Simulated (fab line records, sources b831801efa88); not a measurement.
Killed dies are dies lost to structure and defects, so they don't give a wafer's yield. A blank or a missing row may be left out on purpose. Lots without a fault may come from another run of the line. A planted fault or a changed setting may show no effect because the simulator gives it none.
A struck lot beside a sound one | flow sky130 | 15 steps out of a route of 708
Sound: wafers L591.2, L591.3, L591.4. Struck: wafers L595.3, L595.4, L595.6. The cause comes at the end.
At each step with rows: each side's tool, then ch and its chambers, then its first start. Under that, the readings that differ: sound wafers | struck wafers | difference of the means | sigmas: that difference in standard deviations of wafers without a fault.
alike: readings whose means differ by less than 2 such deviations, and words and numbers that are the same on both sides. not compared: withheld readings, readings that some wafer has no value for, bounds like >300 that may hide the same value, and numbers for which the record gives no deviation and whose values overlap.
The two part at a step that has a row with sigmas, a row that says differs or no value, or rows on one side only. Numbers that don't overlap but have no deviation are shown without sigmas and don't part them. A reading that every wafer of one side lacks parts them only if that side has two wafers or more.

first, 6 steps without rows for these wafers: SKY_LDD_N_HMDS_01 (prime time 60 s); SKY_LDD_N_COAT_02 (resist thk 300 nm); SKY_LDD_N_SOFTBAKE_03 (time 60 s); SKY_LDD_N_EXPOSE_04 (exposes mask NTM, target cd 840 nm); SKY_LDD_N_PEB_05; SKY_LDD_N_DEVELOP_06 (develop time 60 s).
SKY_LDD_N_OVL_MEAS_07:
  sound on overlay-02, day 19 01:17; struck on overlay-01, day 20 15:27
  alike: LDD_N_OVL
then, 5 steps without rows for these wafers: SKY_LDD_N_IMPLANT_08; SKY_LDD_N_IMPLANT_09; SKY_LDD_N_IMPLANT_10; SKY_LDD_N_IMPLANT_11; SKY_LDD_N_IMPLANT_12.
SKY_LDD_N_IMPLANT_13:
  sound on implanter-02 ch 0, day 19 02:06; struck on implanter-03 ch 0, day 20 16:35
  alike: faraday_current_uA
then, 1 step without rows for these wafers: SKY_LDD_N_IMPLANT_14.
-- the record jumps here: 27 days lie between the struck wafers' starts before and after (it left off in module LDD_N and takes up again in module PAD_OPEN, whose first step shown is number 708 of the route) --
SKY_PAD_OPEN_PROBE_99:
  sound on prober-02, day 46 10:34; struck on prober-01, day 47 10:40
  reading                                    | sound                | struck               | difference | sigmas
  model.etest.nfet_01v8_turned.drive_ua_um   | 515 505 503.8        | 451 471.1 473.3      | -43        |
  model.etest.nfet_01v8_lvt.drive_ua_um      | 591.3 579.2 566.4    | 530.2 544.8 547.1    | -38.3      |
  model.etest.nfet_01v8.drive_ua_um          | 513.9 505.8 502      | 468.5 481.9 483.9    | -29.1      |
  model.etest.tip_n.rs_ohm_sq                | 444.9 440.7 440.9    | 462.5 456.8 461.6    | +18.1      |
  model.etest.nfet_01v8_turned.vt_v (V)      | 0.6939 0.6951 0.6959 | 0.7434 0.7385 0.7407 | +0.0459    |
  model.etest.nfet_01v8_lvt.vt_sat_v (V)     | 0.5192 0.5295 0.538  | 0.5839 0.572 0.5743  | +0.0478    |
  model.etest.nfet_01v8_swapped.vt_sat_v (V) | 0.6406 0.6463 0.6504 | 0.6886 0.679 0.6826  | +0.0376    |
  model.etest.sram_nfet_pass.vt_sat_v (V)    | 0.5473 0.5649 0.5708 | 0.5998 0.6215 0.5963 | +0.0449    |
  alike: killed_at_M0_to_M3, killed_at_M4_up, killed_at_contacts, killed_at_front_end, killed_at_other, killed_dies, killed_open, killed_short

WHERE THEY PART
Nowhere in this record.

WHY: what the simulator had put in
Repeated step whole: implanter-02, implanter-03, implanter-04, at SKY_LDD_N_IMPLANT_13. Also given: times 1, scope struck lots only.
